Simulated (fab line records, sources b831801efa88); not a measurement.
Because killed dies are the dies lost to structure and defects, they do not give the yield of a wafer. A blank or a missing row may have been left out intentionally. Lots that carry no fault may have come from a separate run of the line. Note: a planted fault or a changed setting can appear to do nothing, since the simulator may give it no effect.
2 desks, one fault | flow sky130 | each desk holds nothing but its own numbers, with what lay behind them at the end

DESK OF THE TOOL OWNER: rtp-anneal-01
Per lot that ran on this tool, the mean of the sampled wafers carrying a number, from the tool's own readings at SKY_SD_N_RTA_14 (time 2 s). If a lot's mean is further than 4 standard deviations from the usual mean, the lot is out of limits and carries the mark OUT (the distance appears in the brackets).
Columns: A = lamp-power-pct at SKY_SD_N_RTA_14, usual 15.73 %; B = ramp-up-c-per-s at SKY_SD_N_RTA_14, usual 150.00; C = wafer_temp_C_max at SKY_SD_N_RTA_14, usual 1078.0
lot  | first seen here | A               | B      | C
L374 | day 29 14:14    | 15.70           | 149.97 | 1078.2
L376 | day 30 06:05    | 14.84 (-17) OUT | 150.01 | 1078.6
L378 | day 31 04:40    | 14.83 (-17) OUT | 150.02 | 1078.1
L388 | day 34 05:50    | 15.77           | 150.00 | 1078.4
L390 | day 34 15:22    | 15.75           | 149.97 | 1077.7
L392 | day 35 06:11    | 15.78           | 150.01 | 1078.4
L394 | day 35 20:25    | 15.71           | 150.03 | 1078.1
This desk's finding: out of limits on L376, L378; first on L376, day 30 06:05 (lamp-power-pct at SKY_SD_N_RTA_14). L374, L388, L390, L392, L394 stayed within limits.

THE METROLOGY DESK
Lot by lot, what the gauges showed, no matter which tool ran the lot: averages of those sampled wafers that carry a number. If a lot's mean is further than 4 standard deviations from the usual mean, the lot is out of limits and carries the mark OUT (the distance appears in the brackets).
Columns: A = LDD_HVN_TW at SKY_LDD_HVN_TW_MEAS_10, usual 1444; B = SD_N_TW at SKY_SD_N_TW_MEAS_12, usual 3987; C = SD_N_RS at SKY_SD_N_RS_MEAS_16, usual 68.54 ohm/sq; D = SD_P_RS at SKY_SD_N_RS_MEAS_17, usual 147.0 ohm/sq; E = LI_CONTACT_W_RS at SKY_LI_CONTACT_RS_MEAS_22, usual 0.2835 ohm/sq
lot  | first seen here | A    | B    | C               | D               | E
L371 | day 20 09:01    | 1458 | 3973 | 68.58           | 147.1           | 0.2835
L373 | day 21 01:51    | 1437 | 3976 | 68.41           | 146.9           | 0.2817
L374 | day 21 21:26    | 1444 | 4036 | 68.62           | 147.6           | 0.2816
L376 | day 22 16:02    | 1446 | 3955 | 72.64 (+32) OUT | 170.9 (+60) OUT | 0.2830
L378 | day 23 13:17    | 1441 | 3961 | 72.39 (+30) OUT | 170.4 (+59) OUT | 0.2831
L383 | day 25 10:47    | 1441 | 3969 | 68.59           | 146.7           | 0.2814
L387 | day 26 08:32    | 1439 | 3984 | 68.51           | 146.7           | 0.2840
L388 | day 27 02:38    | 1439 | 3968 | 68.42           | 146.6           | 0.2817
L390 | day 27 11:15    | 1441 | 4005 | 68.53           | 146.9           | 0.2786
L392 | day 28 03:40    | 1450 | 3987 | 68.57           | 147.3           | 0.2829
L393 | day 28 13:20    | 1448 | 4012 | 68.80           | 147.4           | 0.2856
L394 | day 28 18:51    | 1433 | 3954 | 68.52           | 147.0           | 0.2838
This desk finds L376, L378 out of limits, with the earliest case on L376 at day 30 06:15 (SD_N_RS at SKY_SD_N_RS_MEAS_16). L371, L373, L374, L383, L387, L388, L390, L392, L393, L394 stayed within limits.

BROUGHT TOGETHER
The tool owner's desk could have raised an alarm at day 30 06:05, on L376, L378.
Metrology desk: alarm possible at day 30 06:15 on L376, L378.
Of the lots named, all ran SKY_SD_N_RTA_14 on rtp-anneal-01.

WHAT WAS PUT IN BY THE SIMULATOR
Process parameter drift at SKY_SD_N_RTA_14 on rtp-anneal-01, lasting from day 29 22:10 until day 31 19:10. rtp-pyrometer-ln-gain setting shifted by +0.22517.
Lots struck among those shown: L376, L378.
Counting hours from when the fault started, the first reading out of limits came at 8 for the tool owner's desk and at 8 for the metrology desk.
